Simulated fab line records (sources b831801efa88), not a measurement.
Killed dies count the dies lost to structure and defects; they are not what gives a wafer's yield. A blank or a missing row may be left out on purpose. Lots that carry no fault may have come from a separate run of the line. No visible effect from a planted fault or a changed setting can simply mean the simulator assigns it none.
8D (eight disciplines) problem report, filled in by code    flow sky130    the parts of the form that need people (team, actions taken, sign-off) are left out

## 1. THE PROBLEM
dose_ions_cm2 at SKY_GATE_OXIDE_IMPLANT_11 reads a mean of 2.7221e+12 on 6 wafers of 2 lots; wafers without a fault read 2.6002e+12 with a standard deviation of 2.4e+09. That puts it +51 standard deviations away from the usual mean.
First observed at day 20 09:54: wafer L728.3, on implanter-02. At this step, 18 wafers from 6 lots have a number in the record. Rule for "out" (also "out of limits"): further than 4 standard deviations from the usual mean. The rest of the wafers with a number are treated as sound.

## 2. WHAT THIS IS AND IS NOT
question                     is                      is not
which readings at this step  dose_ions_cm2           -
which lots                   L727, L728              L712, L716, L732, L734
which wafers of those lots   all that have a number  -
read on which tools          implanter-02            implanter-03, implanter-04
when                         from day 20 09:54       up to then (6 sound wafers); but 6 sound wafers of L732, L734 came after

## 3. SUSPECTS, AND WHAT RULES EACH OUT
Counting: a tool at any process step up to the reading remains a suspect when it ran all the lots that are out and ran no sound lot after the first of those.
- implanter-02 at SKY_GATE_OXIDE_IMPLANT_11: kept. All lots that are out passed through it, beginning with L728 at day 20 09:54, and no sound lot followed; its final sound lot before that point was L712 at day 13 20:15. Out on those wafers are its own readings of dose_ions_cm2.
After counting, what remains is implanter-02 at SKY_GATE_OXIDE_IMPLANT_11.

## 4. THE CAUSE (what the simulator had put in)
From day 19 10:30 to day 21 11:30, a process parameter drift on implanter-02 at SKY_GATE_OXIDE_IMPLANT_11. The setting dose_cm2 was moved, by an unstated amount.
This tool alone remained once counting was done.

## 5. THE EFFECT CHAIN, in route order
Each row: a reading whose mean over the struck wafers that have a number lies more than 3 standard deviations from the usual. Scope: only readings with a usual standard deviation given in the record; hours: median across lots of the time from each lot's start at the first step in this table that gives one to its start at this step; sigmas: change in usual standard deviations.
hours  step                       reading        usual       on struck wafers  change       sigmas
0      SKY_GATE_OXIDE_IMPLANT_11  dose_ions_cm2  2.6002e+12  2.7221e+12        +1.2193e+11  +51
It contains these process steps:
- SKY_GATE_OXIDE_IMPLANT_11

## 6. HOW IT WOULD HAVE BEEN CAUGHT EARLIER
In this record no reading fell out of limits until day 20 09:54, 23 hours after the fault had begun at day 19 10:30.
